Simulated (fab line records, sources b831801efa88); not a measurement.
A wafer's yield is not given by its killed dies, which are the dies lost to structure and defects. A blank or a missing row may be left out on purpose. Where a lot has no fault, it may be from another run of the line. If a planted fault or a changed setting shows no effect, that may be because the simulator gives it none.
Comparing a struck lot with a sound one -- flow sky130 -- 17 steps out of a route of 708
Sound: these wafers, L222.2, L222.4, L222.5. Struck: wafer L226.4 (L226.3, L226.6, from the same lot, were not struck and are left out); the cause is given at the end.
Per side, at each step with rows, come the tool, then ch with its chambers, and then its first start. Under that, the readings that differ: sound wafers -- struck wafers -- difference of the means -- sigmas: that difference in standard deviations of wafers without a fault.
alike: same words and numbers on both sides, and readings whose means sit less than 2 such deviations apart. not compared: any withheld reading, any reading some wafer has no value for, any bound like >300 that may hide the same value, and any number with overlapping values for which the record gives no deviation.
Wherever a step has rows on one side only, a row that says differs or no value, or a row with sigmas, the two part there. When numbers do not overlap yet have no deviation, they are printed without sigmas and do not part them. A reading missing from all wafers of one side parts the sides only when that side holds two or more wafers.

first, 2 steps without rows for these wafers: SKY_LOCAL_INTERCONNECT_PEB_09; SKY_LOCAL_INTERCONNECT_DEVELOP_10 (develop time 60 s).
SKY_LOCAL_INTERCONNECT_CD_MEAS_11: the cd target is 170 nm.
  sound on cd-sem-01 at day 32 15:27; struck on cd-sem-01 at day 34 19:39
  alike: cd-nm
SKY_LOCAL_INTERCONNECT_OVL_MEAS_12:
  sound on overlay-02 at day 32 15:33; struck on overlay-01 at day 34 19:45
reading,sound,struck,difference,sigmas
LOCAL_INTERCONNECT_OVL (nm),-9 -7 -9,7,+15,+3
SKY_LOCAL_INTERCONNECT_ETCH_13: etches BARC in N2/H2, stops on SiO2, time 45.9 s, target depth 60 nm.
  sound on rie-metal-03 ch 0,1, day 32 15:35; struck on rie-metal-02 ch 1, day 34 19:47
  alike: drypump-motor-current-A, oes-product-au, rf-fwd-power-W, throttle-valve-pct
  not compared: rf-hours-counter-h
SKY_LOCAL_INTERCONNECT_METAL_ETCH_14: etches TiN in Cl2/BCl3, stops on PSG, target depth 110 nm, time 31.4 s.
  sound on rie-metal-03 ch 0,1, day 32 15:39; struck on rie-metal-02 ch 1, day 34 19:51
  alike: drypump-motor-current-A, oes-product-au, rf-fwd-power-W, throttle-valve-pct
  not compared: rf-hours-counter-h
SKY_LOCAL_INTERCONNECT_STRIP_15: strips in O2/N2.
  sound on plasma-asher-03 ch 0, day 32 15:42; struck on plasma-asher-04 ch 1, day 34 19:55
  alike: drypump-motor-current-A, oes-product-au, strip-time-to-endpoint-s
  not compared: rf-hours-counter-h
then, 3 steps without rows for these wafers: SKY_LOCAL_INTERCONNECT_STRIP_16 (strips in post etch residue remover, time 1200 s); SKY_LOCAL_INTERCONNECT_CLEAN_17 (cleans in IPA, time 180 s); SKY_LOCAL_INTERCONNECT_CLEAN_18 (cleans in O3/DIW).
SKY_CONTACT_CVD_00: deposits Si3N4, target thk 75 nm.
  sound on pecvd-02 ch 0,1,2, day 32 16:18; struck on pecvd-03 ch 0, day 34 21:01
  alike: heater-power-w, rf-fwd-power-W
SKY_CONTACT_THK_MEAS_01:
  sound on film-metro-03 at day 32 16:20; struck on film-metro-01 at day 34 21:04
  alike: CONTACT_CVD_00_THK
SKY_CONTACT_HDPCVD_02: deposits SiO2, target thk 565 nm, time 94.2 s.
  sound on hdpcvd-02 ch 0,1, day 32 16:23; struck on hdpcvd-02 ch 0, day 34 21:06
reading,sound,struck,difference,sigmas
sih4-flow-sccm (sccm),59.75 59.81 59.82,47.84,-11.95,-66
model.SiO2_of_CONTACT_HDPCVD_02.thk-nm (nm),558.1 568.9 560.8,448.7,-113.9,
SKY_CONTACT_THK_MEAS_03:
  sound on film-metro-01 at day 32 16:28; struck on film-metro-04 at day 34 21:25
reading,sound,struck,difference,sigmas
CONTACT_HDPCVD_THK (nm),558 569 561,449,-114,-23
  not compared: hold
SKY_CONTACT_CMP_04: polishes SiO2.
  sound on cmp-01 ch 0,1,3, day 32 16:37; struck on cmp-02 ch 3, day 35 01:20
reading,sound,struck,difference,sigmas
hold,- - -,await-dispo/3.9h/release,no value on the sound wafers,
time-to-endpoint-s (s),86 84 86,37,-48,-14
  alike: motor-current-A
SKY_CONTACT_BOW_MEAS_05:
  sound on film-metro-03 at day 32 16:50; struck on film-metro-03 at day 35 01:41
  alike: CONTACT_BOW
SKY_PAD_OPEN_PROBE_99:
  sound wafers here have rows in the record (prober-01, day 47 10:18); struck ones have none

WHERE THEY PART
First at SKY_LOCAL_INTERCONNECT_OVL_MEAS_12; last, within this record, at SKY_PAD_OPEN_PROBE_99.

WHY: what had been put in by the simulator
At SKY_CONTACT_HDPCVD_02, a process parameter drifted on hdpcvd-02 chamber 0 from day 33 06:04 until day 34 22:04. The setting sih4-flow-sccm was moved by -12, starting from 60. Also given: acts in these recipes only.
